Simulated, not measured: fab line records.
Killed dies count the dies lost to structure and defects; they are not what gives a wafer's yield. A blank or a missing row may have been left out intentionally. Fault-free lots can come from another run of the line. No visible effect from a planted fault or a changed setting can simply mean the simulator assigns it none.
Which of the tools did it? | flow sky130 | 6 lots with 18 wafers sampled at 2 steps, on a route of 708 steps

== WHAT THE GAUGES SHOWED, per wafer ==
SKY_LDD_P_TW_MEAS_11.
lot  | measured     | on            | LDD_P_TW
L461 | day 20 06:25 | film_metro-01 | 629 629 627
L463 | day 21 11:13 | film_metro-02 | 633 631 635
L466 | day 22 08:14 | film_metro-03 | 639 635 637
L468 | day 23 09:22 | film_metro-03 | 636 638 640
L470 | day 23 17:02 | film_metro-02 | 631 629 633
L477 | day 26 02:28 | film_metro-01 | 582 585 582

== EACH LOT AND THE TOOL THAT RAN IT (in order: tool; ch and the chambers of the sampled wafers; start) ==
lot  | SKY_LDD_P_IMPLANT_09
L461 | implanter-03 ch 0, day 20 06:10
L463 | implanter-04 ch 0, day 21 10:59
L466 | implanter-04 ch 0, day 22 07:59
L468 | implanter-04 ch 0, day 23 09:04
L470 | implanter-03 ch 0, day 23 16:47
L477 | implanter-03 ch 0, day 26 02:13
- SKY_LDD_P_IMPLANT_09

== THE ANSWER, worked out from the rows above alone ==
Rule: usual is defined by the lots themselves. Put in order of their means at a reading, lots are off if they are a third of the lots or fewer, leave a main group of 4 or more, and stand apart from it by a gap of 3 or more times the standard deviation of the main group's means; of several such gaps the widest counts. The tables above print the reading to a certain number of digits; a main group whose means all agree to those digits is not used. Also off: a lot with no number at a reading for which 4 or more lots have one. Any other lot the step has rows for is counted as sound.
Off: L477, at SKY_LDD_P_TW_MEAS_11 (LDD_P_TW). Main group: mean 633, sd 3.6.
A tool fits if, at a process step before that reading, it ran every lot that is off, and no sound lot after the first of them. Those tools and the gauges at SKY_LDD_P_TW_MEAS_11 are tried in the same way. Can't be told from this: 2 tools fit, implanter-03 at SKY_LDD_P_IMPLANT_09, film_metro-01 at SKY_LDD_P_TW_MEAS_11.

== WHAT HAD BEEN PUT IN BY THE SIMULATOR ==
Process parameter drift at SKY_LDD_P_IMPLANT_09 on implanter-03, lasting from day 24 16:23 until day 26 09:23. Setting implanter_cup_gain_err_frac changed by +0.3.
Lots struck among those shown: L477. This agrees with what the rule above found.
